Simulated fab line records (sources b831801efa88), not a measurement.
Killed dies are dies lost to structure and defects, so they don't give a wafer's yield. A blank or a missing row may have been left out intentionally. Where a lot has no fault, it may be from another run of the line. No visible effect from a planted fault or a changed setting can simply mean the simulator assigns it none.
fab line records ; flow sky130
[record] lots = 14; wafers = 42; last_day = 50
route steps=708 shown PWDE@55 VT_ADJUST_HVTR@139 POLY_GATE@218
lots that met no fault: taken from a fault-free run of the same line
start_h: the number of hours between the record's first day and the start of the first shown wafer of the lot ; wait_h: time in hours since the lot's previous step ; " the same as in the row above ; L1.1+2: a single row standing in for several wafers ; - value missing, or start not given ; * or withheld: withheld ; < > ~ a bound
route shown NAME@n: names a module that has steps shown in the file, with the first one's number in the route ; usual: mean and standard deviation over wafers with no fault ; same: alike in all rows ; chamber/n: place in a boat ; sites: readings site by site ; _std_site: standard deviation of those values ; _edge_site: outer sites' mean less inner sites' ; radius_mm: how far each site lies from the wafer's centre ; mask NAME#n: copy n ; behind: the most recent tool/chamber to have shaped the wafer ; hold: reason for holding the lot/hours on hold/outcome of the hold ; device: names the non-switching transistor (n, p or np) ; end of line: tests run on the same wafers once the route is complete ; for a step that has no rows: nothing shown but its recipe ; killed: at the first sort, the dies lost to defects and structure; wafer yield is something else ; map: a wafer's dies, x killed, . not, _ none there
set.NAME: the setting as run; set.NAME@STEP: as run at that earlier step ; model.NAME: the simulator's own value behind a step, which no gauge read
steps of the route over a sample of lots; a table a step, a row a wafer
services: a tool's chamber out of use, with start hour (start_h, from the record's first day; less than 0 if before it), hours out, and reason
[[steps]]
[step SKY_PWDE_TW_MEAS_10]
[usual] PWDE_TW = 371.7/2.5
lot.wafer;tool;chamber;start_h;wait_h;PWDE_TW
L787.4;film_metro-04;-;79.89;0.1;372.6
L787.5;film_metro-04;-;79.89;0.1;372.2
L787.6;film_metro-04;-;79.89;0.1;374.5
L789.3;film_metro-03;-;90.23;0.1;372.2
L789.5;film_metro-03;-;90.23;0.1;368.8
L789.6;film_metro-03;-;90.23;0.1;371.9
L792.1;film_metro-03;-;112.31;0.1;368.7
L792.2;film_metro-03;-;112.31;0.1;369.7
L792.3;film_metro-03;-;112.31;0.1;369.4
L793.1;film_metro-02;-;116.53;0.1;372.1
L793.2;film_metro-02;-;116.53;0.1;371.6
L793.3;film_metro-02;-;116.53;0.1;372.5
L794.1;film_metro-03;-;119.73;0.1;368.0
L794.4;film_metro-03;-;119.73;0.1;368.0
L794.6;film_metro-03;-;119.73;0.1;367.0
L795.1;film_metro-03;-;124.78;0.1;368.5
L795.3;film_metro-03;-;124.78;0.1;369.1
L795.4;film_metro-03;-;124.78;0.1;370.8
L796.2;film_metro-04;-;132.34;0.1;373.5
L796.3;film_metro-04;-;132.34;0.1;374.0
L796.4;film_metro-04;-;132.34;0.1;373.6
L797.3;film_metro-03;-;136.00;0.1;367.5
L797.4;film_metro-03;-;136.00;0.1;370.4
L797.6;film_metro-03;-;136.00;0.1;370.8
L798.2;film_metro-04;-;142.83;0.1;374.5
L798.3;film_metro-04;-;142.83;0.1;373.3
L798.5;film_metro-04;-;142.83;0.1;374.0
L799.3;film_metro-04;-;145.93;0.1;374.2
L799.5;film_metro-04;-;145.93;0.1;371.8
L799.6;film_metro-04;-;145.93;0.1;372.0
L802.1;film_metro-04;-;162.51;0.1;374.4
L802.4;film_metro-04;-;162.51;0.1;371.8
L802.5;film_metro-04;-;162.51;0.1;372.1
L806.1;film_metro-04;-;188.42;0.1;373.2
L806.2;film_metro-04;-;188.42;0.1;374.0
L806.6;film_metro-04;-;188.42;0.1;372.2
L807.1;film_metro-03;-;198.57;0.1;369.2
L807.3;film_metro-03;-;198.57;0.1;369.5
L807.5;film_metro-03;-;198.57;0.1;370.8
L808.2;film_metro-02;-;205.67;0.1;372.4
L808.3;film_metro-02;-;205.67;0.1;374.9
L808.5;film_metro-02;-;205.67;0.1;374.0
[step SKY_VT_ADJUST_HVTR_OVL_MEAS_08]
[usual] VT_ADJUST_HVTR_OVL = -0.2/1.3
lot.wafer;tool;chamber;start_h;wait_h;VT_ADJUST_HVTR_OVL[nm]
L787.4;overlay-02;-;214.57;0.1;-0.6
L787.5;overlay-02;-;214.57;0.1;1.0
L787.6;overlay-02;-;214.57;0.1;0.5
L789.3;overlay-02;-;229.44;0.1;1.7
L789.5;overlay-02;-;229.44;0.1;0.5
L789.6;overlay-02;-;229.44;0.1;-0.9
L792.1;overlay-01;-;259.68;0.1;1.3
L792.2;overlay-01;-;259.68;0.1;1.6
L792.3;overlay-01;-;259.68;0.1;0.3
L793.1;overlay-02;-;265.15;0.1;2.0
L793.2;overlay-02;-;265.15;0.1;0.2
L793.3;overlay-02;-;265.15;0.1;0.3
L794.1;overlay-02;-;267.70;0.1;-1.8
L794.4;overlay-02;-;267.70;0.1;0.5
L794.6;overlay-02;-;267.70;0.1;1.3
L795.1;overlay-01;-;276.13;0.1;-0.6
L795.3;overlay-01;-;276.13;0.1;0.8
L795.4;overlay-01;-;276.13;0.1;0.9
L796.2;overlay-01;-;284.75;0.1;-1.5
L796.3;overlay-01;-;284.75;0.1;0.7
L796.4;overlay-01;-;284.75;0.1;-0.8
L797.3;overlay-02;-;291.34;0.1;0.4
L797.4;overlay-02;-;291.34;0.1;-0.9
L797.6;overlay-02;-;291.34;0.1;-1.5
L798.2;overlay-02;-;300.19;0.1;1.8
L798.3;overlay-02;-;300.19;0.1;0.9
L798.5;overlay-02;-;300.19;0.1;2.1
L799.3;overlay-02;-;304.69;0.1;-1.4
L799.5;overlay-02;-;304.69;0.1;-0.3
L799.6;overlay-02;-;304.69;0.1;-2.3
L802.1;overlay-01;-;327.70;0.1;-1.7
L802.4;overlay-01;-;327.70;0.1;1.0
L802.5;overlay-01;-;327.70;0.1;-0.5
L806.1;overlay-01;-;360.59;0.1;-0.3
L806.2;overlay-01;-;360.59;0.1;-0.8
L806.6;overlay-01;-;360.59;0.1;0.8
L807.1;overlay-01;-;374.28;0.1;-1.6
L807.3;overlay-01;-;374.28;0.1;-3.7
L807.5;overlay-01;-;374.28;0.1;-1.2
L808.2;overlay-01;-;382.36;0.1;1.1
L808.3;overlay-01;-;382.36;0.1;-0.6
L808.5;overlay-01;-;382.36;0.1;0.0
[step SKY_POLY_GATE_THK_MEAS_04]
[recipe] reads = Si3N4_of_POLY_GATE_CVD_03
[usual] POLY_GATE_CVD_03_THK = 75.1/0.73
lot.wafer;tool;chamber;start_h;wait_h;POLY_GATE_CVD_03_THK[nm]
L787.4;film_metro-03;-;357.39;0.0;75.2
L787.5;film_metro-03;-;357.39;0.0;76.0
L787.6;film_metro-03;-;357.39;0.0;75.5
L789.3;film_metro-01;-;371.41;0.0;75.8
L789.5;film_metro-01;-;371.41;0.0;75.2
L789.6;film_metro-01;-;371.41;0.0;75.7
L792.1;film_metro-01;-;406.21;0.0;74.9
L792.2;film_metro-01;-;406.21;0.0;74.5
L792.3;film_metro-01;-;406.21;0.0;75.0
L793.1;film_metro-01;-;412.95;0.0;74.9
L793.2;film_metro-01;-;412.95;0.0;74.7
L793.3;film_metro-01;-;412.95;0.0;74.8
L794.1;film_metro-04;-;416.14;0.0;76.5
L794.4;film_metro-04;-;416.14;0.0;76.5
L794.6;film_metro-04;-;416.14;0.0;75.9
L795.1;film_metro-01;-;431.55;0.0;75.5
L795.3;film_metro-01;-;431.55;0.0;75.4
L795.4;film_metro-01;-;431.55;0.0;75.6
L796.2;film_metro-04;-;438.62;0.0;75.1
L796.3;film_metro-04;-;438.62;0.0;74.8
L796.4;film_metro-04;-;438.62;0.0;75.7
L797.3;film_metro-04;-;443.05;0.0;75.4
L797.4;film_metro-04;-;443.05;0.0;75.7
L797.6;film_metro-04;-;443.05;0.0;75.0
L798.2;film_metro-03;-;456.39;0.0;73.4
L798.3;film_metro-03;-;456.39;0.0;73.7
L798.5;film_metro-03;-;456.39;0.0;73.9
L799.3;film_metro-01;-;459.90;0.0;74.8
L799.5;film_metro-01;-;459.90;0.0;74.8
L799.6;film_metro-01;-;459.90;0.0;74.3
L802.1;film_metro-03;-;486.27;0.0;74.0
L802.4;film_metro-03;-;486.27;0.0;74.0
L802.5;film_metro-03;-;486.27;0.0;73.9
L806.1;film_metro-03;-;524.43;0.0;74.4
L806.2;film_metro-03;-;524.43;0.0;74.1
L806.6;film_metro-03;-;524.43;0.0;74.7
L807.1;film_metro-01;-;537.05;0.0;74.7
L807.3;film_metro-01;-;537.05;0.0;74.8
L807.5;film_metro-01;-;537.05;0.0;75.1
L808.2;film_metro-01;-;546.67;0.0;73.8
L808.3;film_metro-01;-;546.67;0.0;74.1
L808.5;film_metro-01;-;546.67;0.0;74.0
[step SKY_POLY_GATE_ETCH_17]
[recipe] target_depth_nm = 180; stop_on = SiO2; over_etch_frac = 0.56667; chemistry = HBr/Cl2; target = poly-Si; icp_w = 400; bias_w = 100; pressure_mtorr = 10; HBr_flow_sccm = 150; Cl2_flow_sccm = 50; time_s = 70.5
[usual] drypump_motor_current_A = 5.7/0.49; he_backside_leak_sccm = 2.73/0.27; oes_product_au = 0.986/0.0082; rf_fwd_power_W = 397.1/1.2; throttle_valve_pct = 33.684/0.0078
lot.wafer;tool;chamber;start_h;wait_h;drypump_motor_current_A;he_backside_leak_sccm;oes_product_au;rf_fwd_power_W;rf_hours_counter_h;throttle_valve_pct
L787.4;rie_si-01;0;385.01;0.0;6.3;2.20;0.982;397.9;23;33.684
L787.5;rie_si-01;0;385.01;0.0;6.3;2.34;0.980;397.1;-;33.676
L787.6;rie_si-01;3;385.01;0.0;5.4;2.88;0.989;396.8;-;33.684
L789.3;rie_si-02;0;405.54;0.0;5.7;2.91;0.992;398.3;1;33.675
L789.5;rie_si-02;2;405.54;0.0;6.0;2.88;0.986;397.9;-;33.698
L789.6;rie_si-02;1;405.54;0.0;5.6;2.45;0.978;394.7;-;33.677
L792.1;rie_si-02;2;436.50;0.0;6.0;2.66;0.989;397.4;53;33.684
L792.2;rie_si-02;3;436.50;0.0;5.2;2.72;0.983;398.2;12;33.683
L792.3;rie_si-02;1;436.50;0.0;5.6;2.58;0.991;394.9;34;33.691
L793.1;rie_si-02;3;443.98;0.0;5.3;2.77;0.972;397.4;12;33.679
L793.2;rie_si-02;1;443.98;0.0;5.5;2.56;0.988;395.9;34;33.686
L793.3;rie_si-02;0;443.98;0.0;5.7;3.06;0.979;396.8;2;33.678
L794.1;rie_si-02;3;446.76;0.0;5.3;2.62;0.974;396.2;12;33.688
L794.4;rie_si-02;2;446.76;0.0;6.0;2.83;0.987;397.1;53;33.695
L794.6;rie_si-02;0;446.76;0.0;5.7;3.00;0.985;396.4;-;33.682
L795.1;rie_si-02;3;462.43;0.0;5.3;2.76;0.976;397.4;13;33.677
L795.3;rie_si-02;0;462.43;0.0;5.7;2.86;0.996;397.9;2;33.678
L795.4;rie_si-02;2;462.43;0.0;6.0;2.67;1.010;396.2;53;33.692
L796.2;rie_si-02;0;469.80;0.0;5.6;2.92;0.954;334.8;2;33.694
L796.3;rie_si-02;2;469.80;0.0;6.0;2.91;0.990;397.5;53;33.688
L796.4;rie_si-02;1;469.80;0.0;5.6;2.54;0.978;396.1;35;33.683
L797.3;rie_si-01;0;473.83;0.0;6.3;2.29;0.968;396.6;24;33.683
L797.4;rie_si-01;2;473.83;0.0;5.1;2.71;0.992;394.5;-;33.673
L797.6;rie_si-01;0;473.83;0.0;6.3;2.39;0.976;396.6;-;33.691
L798.2;rie_si-02;0;487.05;0.0;5.6;3.03;0.942;332.9;2;33.687
L798.3;rie_si-02;1;487.05;0.0;5.5;2.34;0.993;396.7;35;33.684
L798.5;rie_si-02;2;487.05;0.0;6.0;2.74;0.992;395.8;-;33.677
L799.3;rie_si-01;2;491.04;0.1;5.1;3.02;0.995;397.9;-;33.668
L799.5;rie_si-01;1;491.04;0.1;6.6;2.75;0.983;397.9;-;33.686
L799.6;rie_si-01;2;491.04;0.1;5.1;2.90;0.989;396.3;-;33.683
L802.1;rie_si-01;0;516.76;0.0;6.2;2.42;0.997;396.3;24;33.691
L802.4;rie_si-01;2;516.76;0.0;5.1;2.81;0.988;395.0;43;33.677
L802.5;rie_si-01;3;516.76;0.0;5.4;2.86;0.996;399.8;-;33.681
L806.1;rie_si-01;3;554.40;0.0;5.4;2.77;0.989;398.4;3;33.676
L806.2;rie_si-01;1;554.40;0.0;6.6;2.64;0.991;395.8;14;33.684
L806.6;rie_si-01;1;554.40;0.0;6.6;2.74;0.981;398.5;-;33.697
L807.1;rie_si-02;2;567.98;0.0;6.0;2.68;0.994;396.5;0;33.683
L807.3;rie_si-02;0;567.98;0.0;5.7;2.96;0.999;396.2;2;33.672
L807.5;rie_si-02;3;567.98;0.0;5.3;2.68;0.998;397.4;-;33.697
L808.2;rie_si-01;2;577.65;0.0;5.1;2.68;0.991;398.6;0;33.670
L808.3;rie_si-01;3;577.65;0.0;5.4;2.85;1.005;396.6;4;33.673
L808.5;rie_si-01;3;577.65;0.0;5.4;2.77;1.010;398.5;-;33.668
[[services]]
tool;chamber;start_h;hours;kind
rie_si-02;3;408.71;14.3;repair
rie_si-01;3;464.91;31.5;repair
rie_si-01;0;474.00;34.1;repair
rie_si-02;2;507.94;-;clean
rie_si-02;2;507.94;14.6;scheduled_down
rie_si-02;2;507.94;14.6;vent_cycle
rie_si-02;-;516.28;2.8;pm
rie_si-01;2;552.51;-;clean
rie_si-01;2;552.51;22.2;scheduled_down
rie_si-01;2;552.51;22.2;vent_cycle
[[key]]
[first_sign] step = SKY_POLY_GATE_ETCH_17; reading = rf_fwd_power_W; direction = down; sigmas = 51; usual = 397.1; struck = 333.8
[effect] step = SKY_POLY_GATE_ETCH_17; reading = oes_product_au; direction = down; sigmas = 4.7; usual = 0.986; struck = 0.948
met_at SKY_POLY_GATE_ETCH_17
struck_lots L796,L798
struck_wafers L796.2,L798.2
sort_left_out L796.2,L798.2
tester_left_out L796,L798
not_acting_at SKY_PWDE_TW_MEAS_10,SKY_VT_ADJUST_HVTR_OVL_MEAS_08,SKY_POLY_GATE_THK_MEAS_04
onset_between 462.43 469.80
[fault] kind = process_parameter_drift; tool = rie_si-02; chamber = 0; onset_h = 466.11; steps = SKY_POLY_GATE_ETCH_17; channel = icp_w; offset = -64; shape = step; end_h = 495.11; acts_in = these_recipes_only; stated = 400
// tester_left_out: of these lots the tester's yield and bins aren't shown, on N5 and GAA mostly nor the transistor test; their killed dies are dies lost to structure and defects alone, not to doping, threshold or leakage, so they don't give the yield
// sort_left_out: the simulated sort isn't trusted on such a fault, so these wafers' sort isn't shown, and their yield isn't known
